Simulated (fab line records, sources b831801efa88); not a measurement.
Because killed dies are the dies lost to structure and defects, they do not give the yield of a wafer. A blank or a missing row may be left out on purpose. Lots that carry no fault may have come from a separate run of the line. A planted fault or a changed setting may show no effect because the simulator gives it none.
Comparing a struck lot with a sound one ; flow sky130 ; 24 steps out of a route of 708
Sound: these wafers, L259.1, L259.2, L259.5. Struck: wafers L264.2, L264.4. (L264.6 of the same lot was not struck and is left out.) The cause comes at the end.
Order at every step that has rows: each side's tool, ch and its chambers, its first start. Under that, the readings that differ: sound wafers ; struck wafers ; difference of the means ; sigmas: that difference in standard deviations of wafers without a fault.
alike: readings whose means differ by less than 2 such deviations, and words and numbers that are the same on both sides. not compared: withheld readings, readings that some wafer has no value for, bounds like >300 that may hide the same value, and numbers for which the record gives no deviation and whose values overlap.
Wherever a step has rows on one side only, a row that says differs or no value, or a row with sigmas, the two part there. Numbers that have no deviation but don't overlap get no sigmas and don't part them. A reading that every wafer of one side lacks parts them only if that side has two wafers or more.

SKY_METAL1_METAL_ETCH_19: etches the open film in Cl2/BCl3, stops on SiO2, target depth 360 nm, time 78 s.
  sound on rieMetal-02 ch 0,1, day 33 13:53; struck on rieMetal-02 ch 0,1, day 34 23:44
reading;sound;struck;difference;sigmas
oesProductAu (a.u.);0.862 0.867 0.861;0.846 0.844;-0.018;-3
  alike: chamberPressureMTorr, drypumpMotorCurrentA, throttleValvePct
  not compared: rfHoursCounterH
SKY_METAL1_STRIP_20: strips in O2/N2.
  sound on plasmaAsher-02 ch 0,1, day 33 13:59; struck on plasmaAsher-01 ch 1, day 34 23:50
  alike: chamberPressureMTorr, drypumpMotorCurrentA, oesProductAu, stripTimeToEndpointS
  not compared: rfHoursCounterH
then, 4 steps without rows for these wafers: SKY_METAL1_STRIP_21 (strips in post etch residue remover, time 1200 s); SKY_METAL1_CLEAN_22 (cleans in IPA, time 180 s); SKY_METAL1_CLEAN_23 (cleans in O3/DIW); SKY_VIA1_HDPCVD_00 (deposits SiO2, target thk 1030 nm, time 171.7 s).
SKY_VIA1_THK_MEAS_01:
  struck on filmMetro-04, day 35 00:32; sound on filmMetro-01, day 33 14:41
  alike: VIA1_HDPCVD_THK
SKY_VIA1_CMP_02: polishes SiO2.
  sound on cmp-02 ch 1,2,3, day 33 14:47; struck on cmp-01 ch 0,2, day 35 00:35
  alike: motorCurrentA, retainingRingPressureFrac, slurryFilterDpKPa
SKY_VIA1_BOW_MEAS_03:
  struck on filmMetro-01, day 35 00:55; sound on filmMetro-04, day 33 15:02
  alike: VIA1_BOW
then, 3 steps without rows for these wafers: SKY_VIA1_DEHYDRATE_04 (time 60 s); SKY_VIA1_HMDS_05 (prime time 60 s); SKY_VIA1_COAT_06 (resist thk 60 nm).
SKY_VIA1_COAT_07: resist thk 450 nm.
  sound on lithoTrack-01 ch 0, day 34 03:00; struck on lithoTrack-02 ch 0, day 35 13:00
reading;sound;struck;difference;sigmas
model.KrF-thick_of_VIA1_COAT_07.thkNm (nm);450.5 450.8 448.6;437.1 436;-13.4;
  alike: spinSpeedRpm
then, 4 steps without rows for these wafers: SKY_VIA1_SOFTBAKE_08 (time 90 s); SKY_VIA1_EXPOSE_09 (exposes mask VIM, target cd 150 nm); SKY_VIA1_PEB_10; SKY_VIA1_DEVELOP_11 (develop time 60 s).
SKY_VIA1_CD_MEAS_12 targets a cd of 150 nm.
  struck on cdSem-02, day 36 02:41; sound on cdSem-02, day 34 17:35
  alike: cdNm
SKY_VIA1_OVL_MEAS_13:
  struck on overlay-02, day 36 02:48; sound on overlay-02, day 34 17:42
  alike: VIA1_OVL
SKY_VIA1_ETCH_14: etches BARC in N2/H2, stops on SiO2, time 45.9 s, target depth 60 nm.
  sound on rieDiel-03 ch 0,3, day 34 17:44; struck on rieDiel-04 ch 1,3, day 36 02:50
  alike: chamberPressureMTorr, drypumpMotorCurrentA, oesProductAu, throttleValvePct
  not compared: rfHoursCounterH
SKY_VIA1_ETCH_15: etches SiO2 in C4F8/O2/Ar, stops on TiN, target depth 351 nm, time 54 s.
  sound on rieDiel-03 ch 0,3, day 34 17:47; struck on rieDiel-04 ch 1,3, day 36 02:52
reading;sound;struck;difference;sigmas
model.KrF-thick_of_VIA1_COAT_07.thkNm (nm);322.4 324.7 320.5;310.7 309.3;-12.5;
  alike: chamberPressureMTorr, oesProductAu
  not compared: rfHoursCounterH
SKY_VIA1_STRIP_16: strips in O2/N2.
  sound on plasmaAsher-03 ch 0,1, day 34 17:50; struck on plasmaAsher-03 ch 1, day 36 02:55
reading;sound;struck;difference;sigmas
drypumpMotorCurrentA (A);6.2 5.2 6.2;5.1 5.2;-0.7;-2
oesProductAu (a.u.);0.418 0.417 0.419;0.407 0.411;-0.009;-2
stripTimeToEndpointS (s);4.450 4.493 4.418;4.329 4.314;-0.132;-8
  alike: chamberPressureMTorr
  not compared: rfHoursCounterH
then, 2 steps without rows for these wafers: SKY_VIA1_STRIP_17 (strips in post etch residue remover, time 1200 s); SKY_PAD_OPEN_PROBE_99.

== WHERE THEY PART ==
Last at SKY_VIA1_STRIP_16 as far as this record goes, first at SKY_METAL1_METAL_ETCH_19.

WHY: the cause the simulator had injected
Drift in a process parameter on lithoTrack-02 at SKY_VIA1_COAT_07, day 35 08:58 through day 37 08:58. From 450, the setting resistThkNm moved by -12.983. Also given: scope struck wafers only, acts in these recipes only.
